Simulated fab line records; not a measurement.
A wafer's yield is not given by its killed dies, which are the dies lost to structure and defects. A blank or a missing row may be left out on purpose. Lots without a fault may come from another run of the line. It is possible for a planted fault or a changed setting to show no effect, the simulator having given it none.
fab line records -- flow sky130 -- part 1 of 2: steps 1 to 42 of 43
[record] lots = 6, wafers = 18, last_day = 50
route steps=708 shown NWELL@68 PWDE@84 VT_ADJUST_HVTP@85 VT_ADJUST_LVTN@97 SONOS_ONO@183 PAD_OPEN@708
lots with no fault: from the same line, run without faults
start_h: hours from the record's first day to the start of the lot's first wafer shown -- wait_h: hours elapsed since this lot's preceding step -- " as in the row above -- L1.1+2: a row that stands for several wafers -- - no value, or no start was given -- * or withheld: withheld -- < > ~ a bound
route shown NAME@n: a module of which the file shows steps, and the number in the route of the first -- usual: average and standard deviation across the fault-free wafers -- same: alike in all rows -- chamber/n: place in a boat -- sites: per-site readings -- _std_site: how widely they spread, as a standard deviation -- _edge_site: the outer-site mean with the inner-site mean subtracted -- radius_mm: for every site, how far away it sits from the centre of the wafer -- mask NAME#n: copy n -- behind: tool/chamber where the wafer was last shaped -- hold: why the lot went on hold/how many hours it stayed there/how the hold came to an end -- device: the transistor (n, p or np) that didn't switch -- end of line: tests run on the same wafers once the route is complete -- for a step that has no rows: nothing shown but its recipe -- killed: dies that structure and defects cost at the first sort, which is not the same as the wafer's yield -- map: the dies of a wafer, with x for killed, . for not killed, _ for no die there
set.NAME: the setting the step ran with; set.NAME@STEP: the setting that earlier step ran with -- model.NAME: the simulator's own value behind a step, which no gauge read
certain route steps with their lots: each step a table, each wafer a row
services: a tool's chamber out of use, with start hour (start_h, from the record's first day; less than 0 if before it), hours out, and reason
[[steps]]
[step SKY_NWELL_TW_MEAS_15]
[usual] NWELL_TW = 1829/14
lot.wafer,tool,chamber,start_h,wait_h,NWELL_TW
L467.1,film_metro-02,-,101.91,0.1,1838
L467.3,film_metro-02,-,101.91,0.1,1854
L467.5,film_metro-02,-,101.91,0.1,1852
L469.2,film_metro-03,-,113.74,0.1,1804
L469.4,film_metro-03,-,113.74,0.1,1803
L469.5,film_metro-03,-,113.74,0.1,1803
L476.3,film_metro-04,-,165.98,0.1,1816
L476.4,film_metro-04,-,165.98,0.1,1829
L476.6,film_metro-04,-,165.98,0.1,1824
L478.2,film_metro-03,-,170.82,0.1,1808
L478.3,film_metro-03,-,170.82,0.1,1816
L478.6,film_metro-03,-,170.82,0.1,1809
L486.4,film_metro-04,-,218.76,0.1,1829
L486.5,film_metro-04,-,218.76,0.1,1832
L486.6,film_metro-04,-,218.76,0.1,1824
L487.1,film_metro-04,-,218.96,0.1,1814
L487.3,film_metro-04,-,218.96,0.1,1808
L487.6,film_metro-04,-,218.96,0.1,1829
[step SKY_NWELL_DEHYDRATE_16]
[recipe] temp_c = 200, time_s = 60
[step SKY_NWELL_HMDS_17]
[recipe] prime_time_s = 60, prime_temp_c = 120
[step SKY_NWELL_COAT_18]
[recipe] spin_rpm = 2000, resist_thk_nm = 3000
[step SKY_NWELL_SOFTBAKE_19]
[recipe] temp_c = 110, time_s = withheld
[step SKY_NWELL_EXPOSE_20]
[recipe] mask_id = NWM_COMPLEMENT, na = 0.6, source_shape = conventional, sigma_outer = 0.6, polarization = unpolarized, target_cd_nm = 840, dose_mj = 260
[step SKY_NWELL_PEB_21]
[recipe] temp_c = 115, time_s = withheld
[step SKY_NWELL_DEVELOP_22]
[recipe] wall_angle_deg = 90, developer = TMAH, develop_time_s = 60, dev_temp_c = 23
[step SKY_NWELL_OVL_MEAS_23]
[usual] NWELL_01_OVL = 1.2/1.3
lot.wafer,tool,chamber,start_h,wait_h,NWELL_01_OVL[nm]
L467.1,overlay-02,-,119.97,-,1.9
L467.3,overlay-02,-,119.97,-,1.8
L467.5,overlay-02,-,119.97,-,1.5
L469.2,overlay-02,-,132.15,-,3.8
L469.4,overlay-02,-,132.15,-,2.8
L469.5,overlay-02,-,132.15,-,3.5
L476.3,overlay-02,-,186.75,-,1.4
L476.4,overlay-02,-,186.75,-,1.0
L476.6,overlay-02,-,186.75,-,1.8
L478.2,overlay-02,-,192.18,-,2.0
L478.3,overlay-02,-,192.18,-,3.2
L478.6,overlay-02,-,192.18,-,1.6
L486.4,overlay-02,-,242.09,-,0.6
L486.5,overlay-02,-,242.09,-,2.2
L486.6,overlay-02,-,242.09,-,-0.6
L487.1,overlay-02,-,242.13,-,0.6
L487.3,overlay-02,-,242.13,-,2.5
L487.6,overlay-02,-,242.13,-,1.8
[step SKY_NWELL_IMPLANT_24]
[recipe] species = B, energy_kev = 140, dose_cm2 = 9.2e+12, tilt_deg = withheld
[step SKY_NWELL_STRIP_25]
[recipe] chemistry = O2/N2, power_w = 1400, pressure_mtorr = 1500, platen_temp_c = withheld, o2_flow_sccm = 3000, n2_flow_sccm = 300, overash_fraction = 0.5
[usual] drypump_motor_current_A = 5.5/0.43, oes_product_au = 0.723/0.0048, strip_time_to_endpoint_s = 36.94/0.1
[same] overash_fraction = 0.5
lot.wafer,tool,chamber,start_h,wait_h,drypump_motor_current_A,oes_product_au,rf_hours_counter_h,strip_time_to_endpoint_s
L467.1,plasma_asher-02,1,120.16,0.1,5.2,0.728,32,36.77
L467.3,plasma_asher-02,1,120.16,0.1,5.2,0.725,-,36.91
L467.5,plasma_asher-02,1,120.16,0.1,5.2,0.723,-,36.98
L469.2,plasma_asher-02,0,132.45,0.1,5.2,0.721,33,37.07
L469.4,plasma_asher-02,1,132.45,0.1,5.2,0.730,-,36.98
L469.5,plasma_asher-02,0,132.45,0.1,5.2,0.729,-,37.03
L476.3,plasma_asher-02,1,186.96,0.1,5.2,0.726,-,37.01
L476.4,plasma_asher-02,0,186.96,0.1,5.2,0.720,-,37.05
L476.6,plasma_asher-02,1,186.96,0.1,5.2,0.724,-,36.93
L478.2,plasma_asher-02,0,192.36,0.1,5.2,0.723,39,36.94
L478.3,plasma_asher-02,1,192.36,0.1,5.2,0.717,-,36.93
L478.6,plasma_asher-02,0,192.36,0.1,5.1,0.731,-,36.98
L486.4,plasma_asher-01,0,242.29,0.1,5.4,0.725,-,36.90
L486.5,plasma_asher-01,1,242.29,0.1,6.2,0.726,-,36.91
L486.6,plasma_asher-01,0,242.29,0.1,5.4,0.722,-,36.94
L487.1,plasma_asher-04,0,242.31,0.1,6.2,0.720,54,36.77
L487.3,plasma_asher-04,1,242.31,0.1,5.6,0.718,-,36.96
L487.6,plasma_asher-04,0,242.31,0.1,6.2,0.723,-,36.82
[step SKY_NWELL_TW_MEAS_26]
[usual] NWELL_2_TW = 497/4.2
lot.wafer,tool,chamber,start_h,wait_h,NWELL_2_TW
L467.1,film_metro-02,-,120.26,0.1,501
L467.3,film_metro-02,-,120.26,0.1,498
L467.5,film_metro-02,-,120.26,0.1,503
L469.2,film_metro-04,-,132.56,0.1,492
L469.4,film_metro-04,-,132.56,0.1,493
L469.5,film_metro-04,-,132.56,0.1,491
L476.3,film_metro-03,-,187.05,0.1,494
L476.4,film_metro-03,-,187.05,0.1,495
L476.6,film_metro-03,-,187.05,0.1,495
L478.2,film_metro-03,-,192.47,0.1,498
L478.3,film_metro-03,-,192.47,0.1,498
L478.6,film_metro-03,-,192.47,0.1,497
L486.4,film_metro-02,-,242.39,0.1,506
L486.5,film_metro-02,-,242.39,0.1,504
L486.6,film_metro-02,-,242.39,0.1,503
L487.1,film_metro-03,-,242.41,0.1,492
L487.3,film_metro-03,-,242.41,0.1,491
L487.6,film_metro-03,-,242.41,0.1,491
[step SKY_NWELL_CLEAN_27]
[recipe] chemistry = SC1/SC2, mix = 1:4:20, temp_c = 70, time_s = 150, dry = n2_spin
[usual] bath_guard_temp_C = 69.9/0.44, bath_heat_duty_pct = 13.3/1, temp_c = 70.00/0.11
lot.wafer,tool,chamber,start_h,wait_h,bath_guard_temp_C,bath_heat_duty_pct,temp_c,model.SiO2_of_NWELL_OXIDATION_01.thk_nm
L467.1,wet_bench-01,2,120.32,0.1,70.4,12.9,70.03,9.618
L467.3,wet_bench-01,2,120.32,0.1,70.0,13.2,69.94,9.651
L467.5,wet_bench-01,2,120.32,0.1,70.2,13.1,69.98,9.446
L469.2,wet_bench-02,0,132.61,0.0,70.1,14.7,69.80,9.518
L469.4,wet_bench-02,0,132.61,0.0,69.9,14.1,69.93,9.421
L469.5,wet_bench-02,0,132.61,0.0,69.9,13.6,70.13,9.509
L476.3,wet_bench-02,2,187.09,0.0,-,-,-,10.08
L476.4,wet_bench-02,2,187.09,0.0,-,-,-,10.11
L476.6,wet_bench-02,2,187.09,0.0,-,-,-,10.15
L478.2,wet_bench-02,3,192.52,0.0,-,-,-,10.19
L478.3,wet_bench-02,3,192.52,0.0,-,-,-,10.08
L478.6,wet_bench-02,3,192.52,0.0,-,-,-,10.12
L486.4,wet_bench-03,3,242.42,0.0,69.9,13.5,70.06,9.823
L486.5,wet_bench-03,3,242.42,0.0,69.9,14.1,70.01,9.745
L486.6,wet_bench-03,3,242.42,0.0,69.7,14.6,70.15,9.621
L487.1,wet_bench-02,2,242.47,0.1,69.4,14.5,70.19,9.709
L487.3,wet_bench-02,2,242.47,0.1,69.6,13.6,70.02,9.603
L487.6,wet_bench-02,2,242.47,0.1,69.6,13.2,69.94,9.776
[step SKY_NWELL_RTA_28]
[recipe] temp_c = 1050, time_s = 30, idle_temp_c = 650, ramp_up_c_per_s = 150, ramp_down_c_per_s = 90, ambient = N2
[usual] lamp_power_pct = 25.31/0.055, wafer_temp_C_max = 1054.9/1
lot.wafer,tool,chamber,start_h,wait_h,lamp_power_pct,wafer_temp_C_max
L467.1,rtp_anneal-02,0,120.37,0.0,25.39,1054.9
L467.3,rtp_anneal-02,0,120.37,0.0,25.39,1054.9
L467.5,rtp_anneal-02,0,120.37,0.0,25.26,1056.2
L469.2,rtp_anneal-02,0,132.67,0.0,25.30,1054.8
L469.4,rtp_anneal-02,0,132.67,0.0,25.39,1055.8
L469.5,rtp_anneal-02,0,132.67,0.0,25.26,1054.8
L476.3,rtp_anneal-02,0,187.18,0.0,25.28,1056.1
L476.4,rtp_anneal-02,0,187.18,0.0,25.38,1056.2
L476.6,rtp_anneal-02,0,187.18,0.0,25.36,1055.4
L478.2,rtp_anneal-02,0,192.59,0.0,25.26,1055.0
L478.3,rtp_anneal-02,0,192.59,0.0,25.40,1055.0
L478.6,rtp_anneal-02,0,192.59,0.0,25.26,1056.8
L487.1,rtp_anneal-01,0,242.52,0.0,25.35,1054.8
L487.3,rtp_anneal-01,0,242.52,0.0,25.24,1054.3
L487.6,rtp_anneal-01,0,242.52,0.0,25.28,1054.1
L486.4,rtp_anneal-02,0,242.53,0.1,25.30,1054.2
L486.5,rtp_anneal-02,0,242.53,0.1,25.36,1058.5
L486.6,rtp_anneal-02,0,242.53,0.1,25.31,1054.6
[step SKY_NWELL_RS_MEAS_29]
[recipe] thk_meas_gauge = four-point-probe
[usual] NWELL_RS = 624.6/1.6
lot.wafer,tool,chamber,start_h,wait_h,NWELL_RS[ohm/sq]
L467.1,film_metro-03,-,120.47,0.1,625.3
L467.3,film_metro-03,-,120.47,0.1,623.4
L467.5,film_metro-03,-,120.47,0.1,625.3
L469.2,film_metro-02,-,132.78,0.1,627.1
L469.4,film_metro-02,-,132.78,0.1,625.8
L469.5,film_metro-02,-,132.78,0.1,626.2
L476.3,film_metro-04,-,187.28,0.1,623.2
L476.4,film_metro-04,-,187.28,0.1,626.0
L476.6,film_metro-04,-,187.28,0.1,626.0
L478.2,film_metro-02,-,192.70,0.1,624.8
L478.3,film_metro-02,-,192.70,0.1,625.1
L478.6,film_metro-02,-,192.70,0.1,625.7
L486.4,film_metro-02,-,242.64,0.1,620.7
L486.5,film_metro-02,-,242.64,0.1,623.0
L486.6,film_metro-02,-,242.64,0.1,622.6
L487.1,film_metro-04,-,242.68,0.1,623.7
L487.3,film_metro-04,-,242.68,0.1,625.5
L487.6,film_metro-04,-,242.68,0.1,624.6
[step SKY_NWELL_RS_MEAS_31]
[recipe] thk_meas_gauge = four-point-probe
[usual] PWDE_RS = 5279/17
lot.wafer,tool,chamber,start_h,wait_h,PWDE_RS[ohm/sq]
L467.1,film_metro-03,-,120.71,0.1,5267
L467.3,film_metro-03,-,120.71,0.1,5269
L467.5,film_metro-03,-,120.71,0.1,5263
L469.2,film_metro-02,-,133.02,0.1,5267
L469.4,film_metro-02,-,133.02,0.1,5277
L469.5,film_metro-02,-,133.02,0.1,5263
L476.3,film_metro-04,-,187.52,0.1,5272
L476.4,film_metro-04,-,187.52,0.1,5263
L476.6,film_metro-04,-,187.52,0.1,5261
L478.2,film_metro-02,-,192.94,0.1,5304
L478.3,film_metro-02,-,192.94,0.1,5318
L478.6,film_metro-02,-,192.94,0.1,5285
L486.4,film_metro-02,-,242.88,0.1,5300
L486.5,film_metro-02,-,242.88,0.1,5310
L486.6,film_metro-02,-,242.88,0.1,5302
L487.1,film_metro-04,-,242.92,0.1,5274
L487.3,film_metro-04,-,242.92,0.1,5280
L487.6,film_metro-04,-,242.92,0.1,5269
[step SKY_VT_ADJUST_HVTP_DEHYDRATE_00]
[recipe] temp_c = 200, time_s = 60
[step SKY_VT_ADJUST_HVTP_HMDS_01]
[recipe] prime_time_s = 60, prime_temp_c = 120
[step SKY_VT_ADJUST_HVTP_COAT_02]
[recipe] resist = NOVOLAK, spin_rpm = 3000, resist_thk_nm = 1140
[step SKY_VT_ADJUST_HVTP_SOFTBAKE_03]
[recipe] temp_c = 90, time_s = 60, resist = NOVOLAK
[step SKY_VT_ADJUST_HVTP_EXPOSE_04]
[recipe] mask_id = HVTPM, na = 0.6, source_shape = conventional, sigma_outer = 0.6, polarization = unpolarized, target_cd_nm = 380, dose_mj = 140
[step SKY_VT_ADJUST_HVTP_PEB_05]
[recipe] temp_c = withheld, time_s = *, resist = NOVOLAK
[step SKY_VT_ADJUST_HVTP_DEVELOP_06]
[recipe] resist = NOVOLAK, developer = TMAH, develop_time_s = 60, dev_temp_c = 23
[step SKY_VT_ADJUST_HVTP_CD_MEAS_07]
[recipe] target_cd_nm = 380
[usual] cd_nm = 379.5/2.7
lot.wafer,tool,chamber,start_h,wait_h,cd_nm
L467.1,cd_sem-01,-,140.33,0.1,380.9
L467.3,cd_sem-01,-,140.33,0.1,379.6
L467.5,cd_sem-01,-,140.33,0.1,381.3
L469.2,cd_sem-01,-,152.24,0.1,379.1
L469.4,cd_sem-01,-,152.24,0.1,378.9
L469.5,cd_sem-01,-,152.24,0.1,377.7
L476.3,cd_sem-02,-,209.58,0.1,385.2
L476.4,cd_sem-02,-,209.58,0.1,384.3
L476.6,cd_sem-02,-,209.58,0.1,382.0
L478.2,cd_sem-02,-,213.81,0.1,378.2
L478.3,cd_sem-02,-,213.81,0.1,376.1
L478.6,cd_sem-02,-,213.81,0.1,380.2
L486.4,cd_sem-02,-,266.85,0.1,382.2
L486.5,cd_sem-02,-,266.85,0.1,384.0
L486.6,cd_sem-02,-,266.85,0.1,382.6
L487.1,cd_sem-01,-,267.09,0.1,380.7
L487.3,cd_sem-01,-,267.09,0.1,381.4
L487.6,cd_sem-01,-,267.09,0.1,381.4
[step SKY_VT_ADJUST_HVTP_OVL_MEAS_08]
[usual] VT_ADJUST_HVTP_OVL = 0.7/1.6
lot.wafer,tool,chamber,start_h,wait_h,VT_ADJUST_HVTP_OVL[nm]
L467.1,overlay-02,-,140.45,0.1,2.5
L467.3,overlay-02,-,140.45,0.1,0.5
L467.5,overlay-02,-,140.45,0.1,2.0
L469.2,overlay-02,-,152.35,0.1,-1.4
L469.4,overlay-02,-,152.35,0.1,-1.2
L469.5,overlay-02,-,152.35,0.1,-2.4
L476.3,overlay-01,-,209.67,0.1,4.2
L476.4,overlay-01,-,209.67,0.1,2.8
L476.6,overlay-01,-,209.67,0.1,4.8
L478.2,overlay-01,-,213.92,0.1,-1.2
L478.3,overlay-01,-,213.92,0.1,-1.5
L478.6,overlay-01,-,213.92,0.1,-2.2
L486.4,overlay-02,-,266.93,0.1,2.8
L486.5,overlay-02,-,266.93,0.1,1.5
L486.6,overlay-02,-,266.93,0.1,1.3
L487.1,overlay-01,-,267.21,0.1,1.4
L487.3,overlay-01,-,267.21,0.1,1.7
L487.6,overlay-01,-,267.21,0.1,2.2
[step SKY_VT_ADJUST_HVTP_IMPLANT_09]
[recipe] species = As, energy_kev = 150, dose_cm2 = 4.3e+12, tilt_deg = withheld
[step SKY_VT_ADJUST_HVTP_STRIP_10]
[recipe] chemistry = O2/N2, power_w = 1400, pressure_mtorr = 1500, platen_temp_c = withheld, o2_flow_sccm = 3000, n2_flow_sccm = 300, overash_fraction = 0.5
[usual] drypump_motor_current_A = 6.0/0.36, oes_product_au = 0.716/0.0046, strip_time_to_endpoint_s = 14.19/0.036
[same] overash_fraction = 0.5
lot.wafer,tool,chamber,start_h,wait_h,drypump_motor_current_A,oes_product_au,rf_hours_counter_h,strip_time_to_endpoint_s
L467.1,plasma_asher-03,0,140.63,0.1,6.3,0.714,45,14.16
L467.3,plasma_asher-03,1,140.63,0.1,5.9,0.707,-,14.18
L467.5,plasma_asher-03,0,140.63,0.1,6.3,0.711,-,14.21
L469.2,plasma_asher-04,0,152.53,0.1,6.2,0.716,45,14.22
L469.4,plasma_asher-04,1,152.53,0.1,5.5,0.714,-,14.24
L469.5,plasma_asher-04,1,152.53,0.1,5.5,0.711,-,14.25
L476.3,plasma_asher-03,1,209.88,0.1,5.9,0.713,-,14.21
L476.4,plasma_asher-03,0,209.88,0.1,6.3,0.710,-,14.25
L476.6,plasma_asher-03,1,209.88,0.1,5.9,0.713,-,14.25
L478.2,plasma_asher-03,1,214.10,0.1,5.9,0.716,52,14.17
L478.3,plasma_asher-03,1,214.10,0.1,5.9,0.723,-,14.20
L478.6,plasma_asher-03,0,214.10,0.1,6.3,0.720,-,14.19
L486.4,plasma_asher-04,0,267.13,0.1,6.2,0.722,-,14.19
L486.5,plasma_asher-04,0,267.13,0.1,6.2,0.720,-,14.23
L486.6,plasma_asher-04,1,267.13,0.1,5.5,0.713,-,14.17
L487.1,plasma_asher-03,0,267.40,0.1,6.3,0.708,57,14.20
L487.3,plasma_asher-03,1,267.40,0.1,5.9,0.724,-,14.14
L487.6,plasma_asher-03,0,267.40,0.1,6.3,0.718,-,14.10
[step SKY_VT_ADJUST_HVTP_TW_MEAS_11]
[usual] VT_ADJUST_HVTP_TW = 1357/12
lot.wafer,tool,chamber,start_h,wait_h,VT_ADJUST_HVTP_TW
L467.1,film_metro-01,-,140.73,0.1,1357
L467.3,film_metro-01,-,140.73,0.1,1362
L467.5,film_metro-01,-,140.73,0.1,1358
L469.2,film_metro-01,-,152.64,0.1,1363
L469.4,film_metro-01,-,152.64,0.1,1363
L469.5,film_metro-01,-,152.64,0.1,1360
L476.3,film_metro-03,-,209.97,0.1,1360
L476.4,film_metro-03,-,209.97,0.1,1363
L476.6,film_metro-03,-,209.97,0.1,1355
L478.2,film_metro-02,-,214.21,0.1,1374
L478.3,film_metro-02,-,214.21,0.1,1386
L478.6,film_metro-02,-,214.21,0.1,1379
L486.4,film_metro-03,-,267.23,0.1,1339
L486.5,film_metro-03,-,267.23,0.1,1339
L486.6,film_metro-03,-,267.23,0.1,1336
L487.1,film_metro-01,-,267.50,0.1,1345
L487.3,film_metro-01,-,267.50,0.1,1355
L487.6,film_metro-01,-,267.50,0.1,1349
[step SKY_VT_ADJUST_LVTN_DEHYDRATE_00]
[recipe] temp_c = 200, time_s = 60
[step SKY_VT_ADJUST_LVTN_HMDS_01]
[recipe] prime_time_s = 60, prime_temp_c = 120
[step SKY_VT_ADJUST_LVTN_COAT_02]
[recipe] spin_rpm = 2000, resist_thk_nm = 3000
[step SKY_VT_ADJUST_LVTN_SOFTBAKE_03]
[recipe] temp_c = 110, time_s = withheld
[step SKY_VT_ADJUST_LVTN_EXPOSE_04]
[recipe] mask_id = NWM_COMPLEMENT_LESS_NATIVE, na = 0.6, source_shape = conventional, sigma_outer = 0.6, polarization = unpolarized, target_cd_nm = 840, dose_mj = 194
[step SKY_VT_ADJUST_LVTN_PEB_05]
[recipe] temp_c = 115, time_s = withheld
[step SKY_VT_ADJUST_LVTN_DEVELOP_06]
[recipe] wall_angle_deg = 90, developer = TMAH, develop_time_s = 60, dev_temp_c = 23
[step SKY_VT_ADJUST_LVTN_OVL_MEAS_07]
[usual] VT_ADJUST_LVTN_OVL = -0.5/1.2
lot.wafer,tool,chamber,start_h,wait_h,VT_ADJUST_LVTN_OVL[nm]
L467.1,overlay-02,-,160.33,-,-0.5
L467.3,overlay-02,-,160.33,-,0.4
L467.5,overlay-02,-,160.33,-,1.7
L469.2,overlay-02,-,172.65,-,-1.1
L469.4,overlay-02,-,172.65,-,1.2
L469.5,overlay-02,-,172.65,-,1.0
L476.3,overlay-02,-,231.85,-,-0.8
L476.4,overlay-02,-,231.85,-,1.0
L476.6,overlay-02,-,231.85,-,0.5
L478.2,overlay-01,-,237.78,-,-0.2
L478.3,overlay-01,-,237.78,-,0.9
L478.6,overlay-01,-,237.78,-,-0.6
L486.4,overlay-02,-,292.29,-,-2.6
L486.5,overlay-02,-,292.29,-,-1.7
L486.6,overlay-02,-,292.29,-,-2.7
L487.1,overlay-01,-,292.99,-,-0.1
L487.3,overlay-01,-,292.99,-,-0.1
L487.6,overlay-01,-,292.99,-,0.3
[step SKY_VT_ADJUST_LVTN_IMPLANT_08]
[recipe] species = B, energy_kev = 30.19, dose_cm2 = 1.57e+12, tilt_deg = withheld
[step SKY_VT_ADJUST_LVTN_STRIP_09]
[recipe] chemistry = O2/N2, power_w = 1400, pressure_mtorr = 1500, platen_temp_c = withheld, o2_flow_sccm = 3000, n2_flow_sccm = 300, overash_fraction = 0.5
[usual] drypump_motor_current_A = 5.6/0.47, oes_product_au = 0.722/0.0048, strip_time_to_endpoint_s = 36.92/0.11
[same] overash_fraction = 0.5
lot.wafer,tool,chamber,start_h,wait_h,drypump_motor_current_A,oes_product_au,rf_hours_counter_h,strip_time_to_endpoint_s
L467.1,plasma_asher-02,0,160.51,0.1,5.2,0.725,36,37.03
L467.3,plasma_asher-02,0,160.51,0.1,5.1,0.728,-,36.93
L467.5,plasma_asher-02,0,160.51,0.1,5.2,0.729,-,36.87
L469.2,plasma_asher-01,0,172.83,0.1,5.4,0.718,5,37.02
L469.4,plasma_asher-01,1,172.83,0.1,6.2,0.722,-,37.02
L469.5,plasma_asher-01,1,172.83,0.1,6.2,0.716,-,36.95
L476.3,plasma_asher-01,1,232.06,0.1,6.2,0.715,-,36.99
L476.4,plasma_asher-01,0,232.06,0.1,5.4,0.727,-,36.93
L476.6,plasma_asher-01,1,232.06,0.1,6.2,0.716,-,36.88
L478.2,plasma_asher-03,1,237.96,0.1,5.9,0.720,54,36.93
L478.3,plasma_asher-03,1,237.96,0.1,5.9,0.720,-,37.04
L478.6,plasma_asher-03,0,237.96,0.1,6.3,0.729,-,36.90
L486.4,plasma_asher-01,0,292.49,0.1,5.4,0.717,-,36.97
L486.5,plasma_asher-01,0,292.49,0.1,5.4,0.727,-,37.01
L486.6,plasma_asher-01,1,292.49,0.1,6.2,0.724,-,36.88
L487.1,plasma_asher-02,1,293.18,0.1,5.2,0.722,49,36.98
L487.3,plasma_asher-02,1,293.18,0.1,5.2,0.724,-,36.81
L487.6,plasma_asher-02,0,293.18,0.1,5.1,0.722,-,36.86
[step SKY_VT_ADJUST_LVTN_TW_MEAS_10]
[usual] VT_ADJUST_LVTN_TW = 241.6/1.5
lot.wafer,tool,chamber,start_h,wait_h,VT_ADJUST_LVTN_TW
L467.1,film_metro-01,-,160.61,0.1,241.9
L467.3,film_metro-01,-,160.61,0.1,244.6
L467.5,film_metro-01,-,160.61,0.1,243.9
L469.2,film_metro-04,-,172.94,0.1,241.7
L469.4,film_metro-04,-,172.94,0.1,241.9
L469.5,film_metro-04,-,172.94,0.1,242.2
L476.3,film_metro-04,-,232.15,0.1,241.2
L476.4,film_metro-04,-,232.15,0.1,241.4
L476.6,film_metro-04,-,232.15,0.1,241.8
L478.2,film_metro-04,-,238.07,0.1,242.2
L478.3,film_metro-04,-,238.07,0.1,242.8
L478.6,film_metro-04,-,238.07,0.1,241.4
L486.4,film_metro-01,-,292.59,0.1,241.3
L486.5,film_metro-01,-,292.59,0.1,242.3
L486.6,film_metro-01,-,292.59,0.1,240.5
L487.1,film_metro-01,-,293.28,0.1,240.1
L487.3,film_metro-01,-,293.28,0.1,242.0
L487.6,film_metro-01,-,293.28,0.1,241.4
[step SKY_VT_ADJUST_LVTN_DEHYDRATE_11]
[recipe] temp_c = 200, time_s = 60
[step SKY_VT_ADJUST_LVTN_HMDS_12]
[recipe] prime_time_s = 60, prime_temp_c = 120
[step SKY_SONOS_ONO_ETCH_15]
[recipe] target_depth_nm = 19.52, chemistry = CHF3/O2, source_w = 600, bias_w = 200, pressure_mtorr = 40, chf3_flow_sccm = 50, O2_flow_sccm = 5, time_s = 7.8
[usual] drypump_motor_current_A = 5.7/0.41, oes_product_au = 0.999/0.0089, throttle_valve_pct = 8.823/0.0087
lot.wafer,tool,chamber,start_h,wait_h,drypump_motor_current_A,oes_product_au,rf_hours_counter_h,throttle_valve_pct,model.SiO2_of_NWELL_OXIDATION_01.thk_nm
L467.1,rie_diel-02,0,308.18,0.0,5.9,1.003,72,8.823,5.407
L467.3,rie_diel-02,1,308.18,0.0,5.4,0.999,1,8.832,5.502
L467.5,rie_diel-02,3,308.18,0.0,6.0,1.010,-,8.825,5.194
L469.2,rie_diel-02,3,323.70,0.0,6.0,1.009,1,8.829,5.296
L469.4,rie_diel-02,0,323.70,0.0,5.9,0.999,72,8.842,5.196
L469.5,rie_diel-02,3,323.70,0.0,6.0,1.006,-,8.815,5.282
L476.3,rie_diel-02,2,394.42,0.0,6.3,0.998,98,8.817,5.879
L476.4,rie_diel-02,1,394.42,0.0,5.4,1.007,2,8.813,5.847
L476.6,rie_diel-02,2,394.42,0.0,6.3,0.999,-,8.820,5.939
L478.2,rie_diel-02,1,429.83,0.0,5.3,1.008,3,8.832,5.989
L478.3,rie_diel-02,2,429.83,0.0,6.2,0.998,98,8.819,5.939
L478.6,rie_diel-02,3,429.83,0.0,6.1,0.993,-,8.833,5.971
L486.4,rie_diel-01,0,470.78,0.0,5.5,1.015,3,8.820,5.602
L486.5,rie_diel-01,0,470.78,0.0,5.5,1.013,-,8.814,5.521
L486.6,rie_diel-01,3,470.78,0.0,5.3,0.987,-,8.809,5.463
L487.1,rie_diel-02,0,471.04,0.0,5.9,1.000,74,8.825,5.516
L487.3,rie_diel-02,3,471.04,0.0,6.0,0.990,4,8.821,5.453
L487.6,rie_diel-02,3,471.04,0.0,6.0,0.991,-,8.816,5.608
[[key]]
[first_sign] step = SKY_NWELL_CLEAN_27, reading = tool_record, direction = missing
effect none on later readings
[model_effect] step = SKY_NWELL_CLEAN_27, value = SiO2_of_NWELL_OXIDATION_01.thk_nm, without = 9.785, struck = 10.12
[model_effect] step = SKY_SONOS_ONO_ETCH_15, value = SiO2_of_NWELL_OXIDATION_01.thk_nm, without = 5.591, struck = 5.927
[model_effect] step = SKY_PAD_OPEN_PROBE_99, value = etest.cap_thick_oxide.gate_bv_v, without = 15.32, struck = 13.92
met_at SKY_NWELL_CLEAN_27
struck_wafers L476.3,L476.4,L476.6,L478.2,L478.3,L478.6
tester_left_out L476,L478
onset_between 132.61 187.09
[fault] kind = skipped_step_whole, tool = wet_bench-02, chamber = -, onset_h = 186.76, steps = SKY_NWELL_CLEAN_27, scope = struck_lots_only
// tester_left_out: of these lots the tester's yield and bins aren't shown, on N5 and GAA mostly nor the transistor test; their killed dies are dies lost to structure and defects alone, not to doping, threshold or leakage, so they don't give the yield
